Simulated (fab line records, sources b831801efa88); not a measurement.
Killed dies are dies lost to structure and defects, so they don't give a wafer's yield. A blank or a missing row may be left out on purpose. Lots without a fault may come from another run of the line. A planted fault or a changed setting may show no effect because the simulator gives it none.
Problem report in the 8D (eight disciplines) form, filled by code | flow gf180mcu | the parts of the form that need people (team, actions taken, sign-off) are left out

1. THE PROBLEM
chamber_pressure_pa at GF_V5_SPUTTER_21 reads a mean of 5.846 Pa on 6 wafers of 2 lots; wafers without a fault read 5.002 Pa with a standard deviation of 0.011. That is +77 standard deviations from the usual mean.
The step: material Ti, target thk 15 nm, time 80.02 s.
First seen on wafer L274.1, day 31 23:20, on pvd_sputter-03. The record holds 18 wafers of 6 lots with a number at this step. Rule for "out", or "out of limits": more than 4 standard deviations from the usual mean. The other wafers with a number count as sound.

2. WHAT IT IS AND WHAT IT IS NOT
question                    | is                     | is not
which readings at this step | chamber_pressure_pa    | substrate_temp_c
which lots                  | L274, L275             | L262, L266, L280, L281
which wafers of those lots  | all that have a number | -
read on which tools         | pvd_sputter-03         | pvd_sputter-01, pvd_sputter-04
when                        | from day 31 23:20      | up to then (6 sound wafers); but 6 sound wafers of L280, L281 came after

3. SUSPECTS, AND WHAT RULES EACH OUT
Counting: a tool at a process step up to the reading stays a suspect if it ran every lot that is out and no sound lot after the first of them.
- rie_diel-01 at GF_V5_ETCH_16 (etches BARC in N2/H2): ruled out as a lasting fault. Sound lots L281 ran on it after its first lot that is out, L274 (day 31 22:37).
- rie_diel-01 at GF_V5_ETCH_17 (etches SiO2 in C4F8/O2/Ar, stops on TiN, target depth 855 nm): ruled out as a lasting fault. Sound lots L281 ran on it after its first lot that is out, L274 (day 31 22:46). GF_V5_ETCH_17 gives no start for some lots, so the hours and the order of its lots are those of GF_V5_STRIP_18.
- plasma_asher-03 at GF_V5_STRIP_18 (strips in O2/N2): kept. It ran every lot that is out, first L274 (day 31 22:46), and no sound lot after that; its last sound lot up to then is L262 (day 28 15:26).
- pvd_sputter-03 at GF_V5_SPUTTER_21 (material Ti, target thk 15 nm, time 80.02 s): kept. It ran every lot that is out, first L274 (day 31 23:20), and no sound lot after that; its last sound lot up to then is L262 (day 28 16:00). Its own readings are out on those wafers: chamber_pressure_pa.
Left after counting: plasma_asher-03 at GF_V5_STRIP_18, pvd_sputter-03 at GF_V5_SPUTTER_21.

4. THE CAUSE (what the simulator had put in)
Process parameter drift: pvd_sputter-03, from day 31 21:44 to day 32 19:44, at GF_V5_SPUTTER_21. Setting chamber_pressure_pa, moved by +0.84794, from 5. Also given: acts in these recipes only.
Counting left 2 suspects, and this tool is among them.

5. THE CHAIN OF EFFECTS, in route order
Each row: a reading whose mean over the struck wafers that have a number lies more than 3 standard deviations from the usual. Only readings for which the record gives a usual standard deviation are gone through. hours: the time from each lot's start at the first step in this table that gives one to its start at this step, as a median over the lots. sigmas: the change in usual standard deviations.
hours | step             | reading             | usual    | on struck wafers | change | sigmas
0     | GF_V5_SPUTTER_21 | chamber_pressure_pa | 5.002 Pa | 5.846            | +0.844 | +77
The process steps in it:
- GF_V5_SPUTTER_21: material Ti, target thk 15 nm, time 80.02 s.

6. WHAT WOULD HAVE CAUGHT IT SOONER
In this record the first reading out of limits was taken at day 31 23:20, 2 hours after the fault began at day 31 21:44.
